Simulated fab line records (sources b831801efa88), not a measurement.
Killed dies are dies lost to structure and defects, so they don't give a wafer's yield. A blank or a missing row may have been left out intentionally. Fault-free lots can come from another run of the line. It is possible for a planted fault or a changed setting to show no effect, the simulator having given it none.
Comparing a struck lot with a sound one -- flow sfq line -- 42 steps out of a route of 325
Sound: wafers L668.1, L668.3, L668.4. Struck: wafer L670.1 (left out: L670.5, a lot-mate that was not struck); the cause follows at the end.
At each step with rows: each side's tool, then ch and its chambers, then its first start. Under that, the readings that differ: sound wafers -- struck wafers -- difference of the means -- sigmas: that difference in standard deviations of wafers without a fault.
alike: readings whose means differ by less than 2 such deviations, and words and numbers that are the same on both sides. not compared: withheld readings, readings that some wafer has no value for, bounds like >300 that may hide the same value, and numbers for which the record gives no deviation and whose values overlap.
A row with sigmas, a row that says differs or no value, or rows on one side alone: a step with any of these is where the two part. Numbers that have no deviation but don't overlap get no sigmas and don't part them. A reading missing from all wafers of one side parts the sides only when that side holds two or more wafers.

first, 6 steps without rows for these wafers: SFQ_TRILAYER_L0_VIA_LITHO_COAT_018 (resist thk 62 nm); SFQ_TRILAYER_L0_VIA_LITHO_COAT_013 (resist thk 650 nm); SFQ_TRILAYER_L0_VIA_LITHO_SOFTBAKE_017; SFQ_TRILAYER_L0_VIA_LITHO_EXPOSE_014 (exposes mask L0V, target cd 700 nm); SFQ_TRILAYER_L0_VIA_LITHO_PEB_016 (peb time 60 s); SFQ_TRILAYER_L0_VIA_LITHO_DEVELOP_015 (time 60 s).
SFQ_L0V_OVL_MEAS_903:
  struck on overlay-01, day 7 10:00; sound on overlay-02, day 6 19:48
reading,sound,struck,difference,sigmas
L0V_OVL (nm),-2 2 0,12,+12,+2
SFQ_TRILAYER_L0_VIA_BARC_OPEN_VIA_ETCH_021: etches BARC in O2, target depth 125 nm, time 41.7 s.
  sound on rie diel-04 ch 0,2,3, day 6 19:50; struck on rie diel-03 ch 3, day 7 10:02
  alike: drypump motor current A, oes product au
  not compared: rf hours counter h
then, 4 steps without rows for these wafers: SFQ_TRILAYER_L0_VIA_ETCH_VIA_ETCH_016 (etches SiO2 in CHF3, stops on MoNx KI, target depth 80 nm); SFQ_TRILAYER_L0_VIA_STRIP_STRIP_017 (strips in O2); SFQ_TRILAYER_L0_VIA_STRIP_SOLV_CLEAN_018 (cleans in NMP, time 600 s); SFQ_TRILAYER_M0_DEP_PRE_CLEAN_020 (time 15 s).
SFQ_TRILAYER_M0_DEP_SPUTTER_019: material Nb, target thk 200 nm, time 133.3 s.
  struck on pvd sputter-05, day 7 10:58; sound on pvd sputter-05, day 6 20:46
reading,sound,struck,difference,sigmas
model.Nb_of_TRILAYER_M0_DEP_SPUTTER_019.thk nm (nm),203.1 200.4 200.2,253.3,+52.1,
  alike: base pressure pa, throttle valve pct
SFQ_M0_RS_MEAS_904: the measuring method here is four-point-probe.
  struck on film metro-02, day 7 11:07; sound on film metro-02, day 6 20:51
reading,sound,struck,difference,sigmas
M0_NB_RS (ohm/sq),0.878 0.888 0.890,0.702,-0.183,-20
then, 6 steps without rows for these wafers: SFQ_TRILAYER_M0_LITHO_COAT_026 (resist thk 62 nm); SFQ_TRILAYER_M0_LITHO_COAT_021 (resist thk 600 nm); SFQ_TRILAYER_M0_LITHO_SOFTBAKE_025; SFQ_TRILAYER_M0_LITHO_EXPOSE_022 (exposes mask M0, target cd 500 nm); SFQ_TRILAYER_M0_LITHO_PEB_024 (peb time 60 s); SFQ_TRILAYER_M0_LITHO_DEVELOP_023 (time 60 s).
-- the record jumps here: 3 days lie between the struck wafers' starts before and after --
SFQ_M0_OVL_MEAS_906:
  struck on overlay-01, day 10 10:56; sound on overlay-01, day 9 17:23
  alike: M0_OVL
SFQ_TRILAYER_M0_BARC_OPEN_METAL_ETCH_031: etches BARC in O2, target depth 125 nm, time 41.7 s.
  sound on rie metal-03 ch 0,1, day 9 17:26; struck on rie metal-01 ch 0, day 10 10:59
  alike: drypump motor current A, oes product au
  not compared: rf hours counter h
SFQ_TRILAYER_M0_ETCH_METAL_ETCH_024: etches Nb in Cl2/Ar, stops on SiO2, target depth 240 nm, time 120 s.
  sound on rie metal-03 ch 0,1, day 9 17:29; struck on rie metal-01 ch 0, day 10 11:02
reading,sound,struck,difference,sigmas
oes product au (a.u.),0.905 0.892 0.890,0.978,+0.082,+12
  alike: drypump motor current A
  not compared: rf hours counter h
SFQ_TRILAYER_M0_STRIP_STRIP_025: strips in O2.
  sound on rie metal-03 ch 0,1, day 9 17:37; struck on rie metal-01 ch 0, day 10 11:10
  alike: drypump motor current A, oes product au
  not compared: rf hours counter h
then, 1 step without rows for these wafers: SFQ_TRILAYER_M0_STRIP_SOLV_CLEAN_026 (cleans in NMP, time 600 s).
SFQ_TRILAYER_I0_DEP_PECVD_027: deposits SiO2 from SiH4/N2O, time 111.11 s, target thk 500 nm.
  sound on pecvd-02 ch 0,2, day 9 18:23; struck on pecvd-04 ch 1, day 10 11:56
  alike: heater power w, throttle valve pct
SFQ_TRILAYER_I0_CMP_CMP_028: polishes SiO2.
  sound on cmp-02 ch 0,2,3, day 10 01:09; struck on cmp-02 ch 2, day 10 16:39
  alike: motor current A, time to endpoint s
SFQ_I0_BOW_MEAS_907:
  struck on film metro-03, day 10 19:09; sound on film metro-03, day 10 04:09
  alike: I0_BOW
then, 7 steps without rows for these wafers: SFQ_TRILAYER_I0_METRO_MEASURE_029; SFQ_TRILAYER_I0_VIA_LITHO_COAT_036 (resist thk 62 nm); SFQ_TRILAYER_I0_VIA_LITHO_COAT_031 (resist thk 650 nm); SFQ_TRILAYER_I0_VIA_LITHO_SOFTBAKE_035; SFQ_TRILAYER_I0_VIA_LITHO_EXPOSE_032 (exposes mask I0, target cd 500 nm); SFQ_TRILAYER_I0_VIA_LITHO_PEB_034 (peb time 60 s); SFQ_TRILAYER_I0_VIA_LITHO_DEVELOP_033 (time 60 s).
SFQ_I0_OVL_MEAS_908:
  struck on overlay-02, day 12 10:12; sound on overlay-02, day 11 21:00
  alike: I0_OVL
then, 5 steps without rows for these wafers: SFQ_TRILAYER_I0_VIA_BARC_OPEN_VIA_ETCH_046 (etches BARC in O2, target depth 125 nm, time 41.7 s); SFQ_TRILAYER_I0_VIA_ETCH_VIA_ETCH_034 (etches SiO2 in CHF3, stops on Nb, target depth 260 nm); SFQ_TRILAYER_I0_VIA_STRIP_STRIP_035 (strips in O2); SFQ_TRILAYER_I0_VIA_STRIP_SOLV_CLEAN_036 (cleans in NMP, time 600 s); SFQ_TRILAYER_M1_DEP_PRE_CLEAN_038 (time 22.5 s).
-- the record jumps here: 75 days lie between the struck wafers' starts before and after --
SFQ_M8_BOW_MEAS_951:
  struck on film metro-01, day 87 16:49; sound on film metro-04, day 87 04:44
reading,sound,struck,difference,sigmas
model.etest.m0.comb log10 ohm,12 12 12,0,-12,
model.etest.m0.ohm sq,0.8757 0.8876 0.8885,0.7022,-0.1817,
  alike: M8_BOW

## WHERE THEY PART
At SFQ_L0V_OVL_MEAS_903 first; at SFQ_TRILAYER_M0_ETCH_METAL_ETCH_024 last (within this record only). Later steps at which nothing parts them and some readings are alike: SFQ_TRILAYER_M0_STRIP_STRIP_025, SFQ_TRILAYER_I0_DEP_PECVD_027, SFQ_TRILAYER_I0_CMP_CMP_028, SFQ_I0_BOW_MEAS_907, SFQ_I0_OVL_MEAS_908, SFQ_M8_BOW_MEAS_951.

WHY: what had been put in by the simulator
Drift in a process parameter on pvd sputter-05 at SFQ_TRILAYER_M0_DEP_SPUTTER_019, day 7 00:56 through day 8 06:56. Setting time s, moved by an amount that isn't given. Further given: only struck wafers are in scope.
